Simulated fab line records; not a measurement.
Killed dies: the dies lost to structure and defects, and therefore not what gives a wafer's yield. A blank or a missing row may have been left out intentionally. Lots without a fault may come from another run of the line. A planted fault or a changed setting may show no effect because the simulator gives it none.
fab line records -- flow sky130
record lots=11, wafers=33, lastDay=50
route steps=708 shown NWELL@76 VT_ADJUST_LVTN@115 SONOS_TUNNEL@158 SONOS_ONO@173 PAD_OPEN@708
lots that met no fault: taken from a fault-free run of the same line
startH: start of the lot's first displayed wafer, in hours after the record's first day -- waitH: hours elapsed since this lot's preceding step -- " identical to the entry in the row above -- L1.1+2: several wafers, shown together as one row -- - value missing, or start not given -- * or withheld: withheld -- < > ~ a bound
route shown NAME@n: NAME is a module with steps in the file, n the number in the route of the first one -- usual: average and standard deviation across the fault-free wafers -- same: alike in all rows -- chamber/n: place in a boat -- sites: readings site by site -- _std_site: the values' standard deviation -- _edge_site: inner sites' mean taken away from outer sites' mean -- radiusMm: how far each site lies from the wafer's centre -- mask NAME#n: copy n -- behind: the last tool/chamber to shape the wafer -- hold: why the lot was held/for how many hours/how that ended -- device: names the non-switching transistor (n, p or np) -- end of line: the tests these same wafers got at the end of their route -- for a step that has no rows: nothing shown but its recipe -- killed: at the first sort, the dies lost to defects and structure; wafer yield is something else -- map: a wafer's dies, marking killed ones x, the rest . and places with no die _
set.NAME: the setting as run; set.NAME@STEP: as run at that earlier step -- model.NAME: the simulator's own value behind a step, which no gauge read
route steps across a sampled set of lots; one table per step, one row per wafer
services: from which hour (startH, from the record's first day; less than 0 if before it) a tool's chamber was out of use, for how many hours, and why
## steps
# step SKY_NWELL_OVL_MEAS_23
# usual NWELL_01_OVL=0.3/1.6
lot.wafer,tool,chamber,startH,waitH,NWELL_01_OVL[nm]
L731.2,overlay-01,-,102.42,-,-1.8
L731.4,overlay-01,-,102.42,-,-1.1
L731.6,overlay-01,-,102.42,-,-2.1
L732.1,overlay-02,-,109.52,-,1.2
L732.2,overlay-02,-,109.52,-,2.7
L732.5,overlay-02,-,109.52,-,-0.7
L733.3,overlay-02,-,116.22,-,-1.8
L733.4,overlay-02,-,116.22,-,-1.5
L733.6,overlay-02,-,116.22,-,-1.8
L737.3,overlay-01,-,141.88,-,0.6
L737.4,overlay-01,-,141.88,-,-1.5
L737.5,overlay-01,-,141.88,-,0.6
L738.3,overlay-02,-,151.38,-,-1.0
L738.5,overlay-02,-,151.38,-,1.0
L738.6,overlay-02,-,151.38,-,0.6
L739.1,overlay-02,-,160.61,-,1.1
L739.4,overlay-02,-,160.61,-,1.5
L739.5,overlay-02,-,160.61,-,1.5
L741.1,overlay-01,-,168.92,-,0.3
L741.2,overlay-01,-,168.92,-,-0.3
L741.5,overlay-01,-,168.92,-,1.1
L740.1,overlay-01,-,169.27,-,-2.1
L740.4,overlay-01,-,169.27,-,-2.1
L740.5,overlay-01,-,169.27,-,-1.6
L742.1,overlay-01,-,174.92,-,1.5
L742.4,overlay-01,-,174.92,-,0.4
L742.5,overlay-01,-,174.92,-,0.7
L750.1,overlay-02,-,218.91,-,0.2
L750.2,overlay-02,-,218.91,-,1.7
L750.4,overlay-02,-,218.91,-,1.7
L752.3,overlay-02,-,228.88,-,1.2
L752.4,overlay-02,-,228.88,-,1.6
L752.5,overlay-02,-,228.88,-,2.5
# step SKY_VT_ADJUST_LVTN_OVL_MEAS_18
# usual VT_ADJUST_LVTN_01_OVL=-0.5/1.2
lot.wafer,tool,chamber,startH,waitH,VT_ADJUST_LVTN_01_OVL[nm]
L731.2,overlay-02,-,160.27,0.1,0.1
L731.4,overlay-02,-,160.27,0.1,0.5
L731.6,overlay-02,-,160.27,0.1,-0.6
L732.1,overlay-02,-,168.61,0.1,-2.1
L732.2,overlay-02,-,168.61,0.1,-0.8
L732.5,overlay-02,-,168.61,0.1,0.2
L733.3,overlay-01,-,176.97,0.1,-0.5
L733.4,overlay-01,-,176.97,0.1,-1.8
L733.6,overlay-01,-,176.97,0.1,-2.8
L737.3,overlay-01,-,204.72,0.1,0.7
L737.4,overlay-01,-,204.72,0.1,1.3
L737.5,overlay-01,-,204.72,0.1,2.0
L738.3,overlay-02,-,215.62,0.1,0.3
L738.5,overlay-02,-,215.62,0.1,0.7
L738.6,overlay-02,-,215.62,0.1,1.5
L739.1,overlay-02,-,226.31,0.1,-1.0
L739.4,overlay-02,-,226.31,0.1,-1.0
L739.5,overlay-02,-,226.31,0.1,-0.1
L741.1,overlay-01,-,235.51,0.1,-0.5
L741.2,overlay-01,-,235.51,0.1,0.0
L741.5,overlay-01,-,235.51,0.1,0.7
L740.1,overlay-02,-,236.86,0.1,0.0
L740.4,overlay-02,-,236.86,0.1,1.1
L740.5,overlay-02,-,236.86,0.1,1.1
L742.1,overlay-01,-,240.46,0.1,-0.4
L742.4,overlay-01,-,240.46,0.1,-0.6
L742.5,overlay-01,-,240.46,0.1,0.0
L750.1,overlay-01,-,290.36,0.1,-0.7
L750.2,overlay-01,-,290.36,0.1,-1.5
L750.4,overlay-01,-,290.36,0.1,-1.1
L752.3,overlay-01,-,302.52,0.1,-0.3
L752.4,overlay-01,-,302.52,0.1,-0.4
L752.5,overlay-01,-,302.52,0.1,-0.7
# step SKY_SONOS_TUNNEL_EXPOSE_04
# recipe maskId=TUNM, na=0.6, sourceShape=conventional, sigmaOuter=0.6, polarization=unpolarized, targetCdNm=410, doseMj=136
# same sigmaOuter=0.6
lot.wafer,tool,chamber,startH,waitH,mask
L731.2+4+6,ilineStepper-02,0,236.70,-,TUNM#0
L732.1+2+5,ilineStepper-02,0,244.06,-,TUNM#0
L733.3+4+6,ilineStepper-02,0,255.80,-,TUNM#0
L737.3+4+5,ilineStepper-01,0,288.00,-,TUNM#0
L738.3+5+6,ilineStepper-02,0,300.43,-,TUNM#0
L739.1+4+5,ilineStepper-02,0,312.21,-,TUNM#0
L741.1+2+5,ilineStepper-02,0,322.35,-,TUNM#0
L740.1+4+5,ilineStepper-01,0,324.09,-,TUNM#0
L742.1+4+5,ilineStepper-02,0,328.89,-,TUNM#0
L750.1+2+4,ilineStepper-01,0,384.88,-,TUNM#0
L752.3+4+5,ilineStepper-01,0,399.82,-,TUNM#0
# step SKY_SONOS_TUNNEL_OVL_MEAS_08
# usual SONOS_TUNNEL_OVL=0.1/1.7
lot.wafer,tool,chamber,startH,waitH,SONOS_TUNNEL_OVL[nm]
L731.2,overlay-02,-,247.63,0.1,1.9
L731.4,overlay-02,-,247.63,0.1,2.5
L731.6,overlay-02,-,247.63,0.1,0.8
L732.1,overlay-02,-,255.33,0.1,0.3
L732.2,overlay-02,-,255.33,0.1,1.3
L732.5,overlay-02,-,255.33,0.1,0.0
L733.3,overlay-02,-,268.14,0.1,0.6
L733.4,overlay-02,-,268.14,0.1,2.4
L733.6,overlay-02,-,268.14,0.1,-0.9
L737.3,overlay-01,-,300.44,0.1,2.7
L737.4,overlay-01,-,300.44,0.1,2.5
L737.5,overlay-01,-,300.44,0.1,1.5
L738.3,overlay-01,-,313.59,0.1,-84.3
L738.5,overlay-01,-,313.59,0.1,-83.8
L738.6,overlay-01,-,313.59,0.1,-85.5
L739.1,overlay-02,-,325.39,0.1,-82.5
L739.4,overlay-02,-,325.39,0.1,-81.5
L739.5,overlay-02,-,325.39,0.1,-82.2
L741.1,overlay-02,-,335.63,0.1,-80.6
L741.2,overlay-02,-,335.63,0.1,-80.7
L741.5,overlay-02,-,335.63,0.1,-80.2
L740.1,overlay-02,-,336.69,0.1,1.3
L740.4,overlay-02,-,336.69,0.1,0.5
L740.5,overlay-02,-,336.69,0.1,2.0
L742.1,overlay-02,-,341.73,0.1,-82.3
L742.4,overlay-02,-,341.73,0.1,-82.5
L742.5,overlay-02,-,341.73,0.1,-83.7
L750.1,overlay-02,-,399.58,0.1,3.2
L750.2,overlay-02,-,399.58,0.1,2.8
L750.4,overlay-02,-,399.58,0.1,3.8
L752.3,overlay-01,-,413.99,0.1,1.3
L752.4,overlay-01,-,413.99,0.1,0.4
L752.5,overlay-01,-,413.99,0.1,2.0
# step SKY_SONOS_ONO_THK_MEAS_05
# recipe reads=SiO2_of_SONOS_ONO_CVD_04
# usual SONOS_ONO_CVD_04_THK=5.74/0.1
lot.wafer,tool,chamber,startH,waitH,SONOS_ONO_CVD_04_THK[nm]
L731.2,filmMetro-04,-,253.64,0.0,5.82
L731.4,filmMetro-04,-,253.64,0.0,5.69
L731.6,filmMetro-04,-,253.64,0.0,5.75
L732.1,filmMetro-04,-,262.06,0.0,5.85
L732.2,filmMetro-04,-,262.06,0.0,5.82
L732.5,filmMetro-04,-,262.06,0.0,5.71
L733.3,filmMetro-04,-,276.14,0.0,5.77
L733.4,filmMetro-04,-,276.14,0.0,5.74
L733.6,filmMetro-04,-,276.14,0.0,5.90
L737.3,filmMetro-02,-,307.20,0.0,5.72
L737.4,filmMetro-02,-,307.20,0.0,5.62
L737.5,filmMetro-02,-,307.20,0.0,5.76
L738.3,filmMetro-04,-,318.41,0.0,5.82
L738.5,filmMetro-04,-,318.41,0.0,5.81
L738.6,filmMetro-04,-,318.41,0.0,5.80
L739.1,filmMetro-03,-,335.75,0.0,5.54
L739.4,filmMetro-03,-,335.75,0.0,5.76
L739.5,filmMetro-03,-,335.75,0.0,5.72
L741.1,filmMetro-03,-,341.78,0.0,5.74
L741.2,filmMetro-03,-,341.78,0.0,5.68
L741.5,filmMetro-03,-,341.78,0.0,5.55
L740.1,filmMetro-04,-,343.03,0.0,5.88
L740.4,filmMetro-04,-,343.03,0.0,5.87
L740.5,filmMetro-04,-,343.03,0.0,5.74
L742.1,filmMetro-04,-,348.02,0.0,5.65
L742.4,filmMetro-04,-,348.02,0.0,5.60
L742.5,filmMetro-04,-,348.02,0.0,5.54
L750.1,filmMetro-04,-,405.87,0.0,5.83
L750.2,filmMetro-04,-,405.87,0.0,5.74
L750.4,filmMetro-04,-,405.87,0.0,5.78
L752.3,filmMetro-02,-,423.04,0.0,5.85
L752.4,filmMetro-02,-,423.04,0.0,5.82
L752.5,filmMetro-02,-,423.04,0.0,5.92
# step SKY_PAD_OPEN_PROBE_99
# usual killed_at_M0_to_M3=43/6.5, killed_at_M4_up=3/1.7, killedAtContacts=25/5.1, killedAtFrontEnd=15/3.8, killedAtOther=0.2/0.45, killedDies=86/8.8, killedOpen=47/6.7, killedShort=39/6
# same grossDies=492, killedAtBackSide=0
lot.wafer,tool,chamber,startH,waitH,killed_at_M0_to_M3,killed_at_M4_up,killedAtContacts,killedAtFrontEnd,killedAtOther,killedDies,killedOpen,killedShort
L752.3,prober-01,-,1191.17,0.2,42,6,23,15,0,86,44,42
L752.4,prober-01,-,1191.22,0.2,37,3,28,20,0,88,53,35
L752.5,prober-01,-,1191.27,0.2,36,2,28,5,0,71,41,30
# killed by level:class
L752.3 VIA1:geometricParticle:open=11 LI_CONTACT:geometricParticle:open=9 CONTACT:geometricParticle:open=7 VIA1:geometricParticle:short=6 FIELD_ISO:geometricParticle:short=5 VIA2:geometricParticle:open=5 METAL2:geometricParticle:short=5 METAL4:geometricParticle:short=4
L752.4 LI_CONTACT:geometricParticle:open=11 CONTACT:geometricParticle:open=8 VIA3:geometricParticle:open=8 POLY_GATE:geometricParticle:open=7 VIA2:geometricParticle:open=6 LI_CONTACT:geometricParticle:short=5 METAL1:geometricParticle:short=5 VIA1:geometricParticle:open=5
L752.5 VIA1:geometricParticle:open=11 LI_CONTACT:geometricParticle:open=9 CONTACT:geometricParticle:open=8 METAL1:geometricParticle:short=7 CONTACT:geometricParticle:short=6 METAL3:geometricParticle:short=5 LOCAL_INTERCONNECT:geometricParticle:short=3 VIA2:geometricParticle:open=3
## services
tool,chamber,startH,hours,kind
ilineStepper-01,-,237.62,8.9,pm
ilineStepper-01,-,314.75,1.7,pm
ilineStepper-02,-,357.99,1.7,pm
## key
firstSign step=SKY_SONOS_TUNNEL_OVL_MEAS_08, reading=SONOS_TUNNEL_OVL, direction=down, sigmas=49, usual=0.1, struck=-82.5
effect none on later readings
metAt SKY_SONOS_TUNNEL_EXPOSE_04
struckLots L738,L739,L741,L742
testerLeftOut L738,L739,L741,L742
notActingAt SKY_NWELL_OVL_MEAS_23,SKY_VT_ADJUST_LVTN_OVL_MEAS_18,SKY_SONOS_ONO_THK_MEAS_05
onsetBetween 255.80 300.43
fault kind=scannerMatchingOverlay, tool=ilineStepper-02, chamber=-, onsetH=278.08, steps=SKY_SONOS_TUNNEL_EXPOSE_04, offset=-81.976
# testerLeftOut: of these lots the tester's yield and bins aren't shown, on N5 and GAA mostly nor the transistor test; their killed dies are dies lost to structure and defects alone, not to doping, threshold or leakage, so they don't give the yield
